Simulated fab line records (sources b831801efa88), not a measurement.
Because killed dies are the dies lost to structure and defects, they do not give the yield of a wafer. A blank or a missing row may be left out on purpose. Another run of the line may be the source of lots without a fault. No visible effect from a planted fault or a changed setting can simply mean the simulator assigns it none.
Chamber matching	flow gf180mcu	4 sister chambers for GF_V1_ETCH_16 on rie_diel-02
The step etches BARC in N2/H2. 4 wafers are shown with their chamber, then 8 later ones without.

WAFERS PAIRED WITH THEIR CHAMBERS
wafer	chamber	drypump_motor_current_A (A)
L089.5	1	5.8
L091.6	2	5.2
L092.6	3	4.8
L096.1	0	5.8

WAFERS WHOSE CHAMBER IS MISSING
wafer	drypump_motor_current_A (A)
L096.2	4.8
L096.3	5.3
L096.4	5.7
L096.5	4.8
L096.6	5.8
L097.1	4.8
L097.2	5.2
L097.5	5.7

CHAMBER TAKEN BY EACH
wafer	from the rows above	in truth
L096.2	3	3
L096.3	2	2
L096.4	can't be placed: 0 or 1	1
L096.5	3	3
L096.6	can't be placed: 0 or 1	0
L097.1	3	3
L097.2	2	2
L097.5	can't be placed: 0 or 1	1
Correct placement for 5 of the 8. Not placeable from these rows: 3 (in 3, the candidates include the true chamber). 0 placed wrongly.
How it was worked out, from the rows above alone: a wafer's distance from a chamber is the root of the sum, over the readings, of the square of ((its reading less the chamber's mean) divided by the reading's scatter). If the next closest chamber is less than 2 further off than the closest, the wafer can't be placed; otherwise it belongs to the closest. Each chamber's mean is taken over the wafers shown for it. The scatter: with one shown wafer a chamber, the root of the mean of the squares of how far each hidden wafer lies from its nearest shown one.
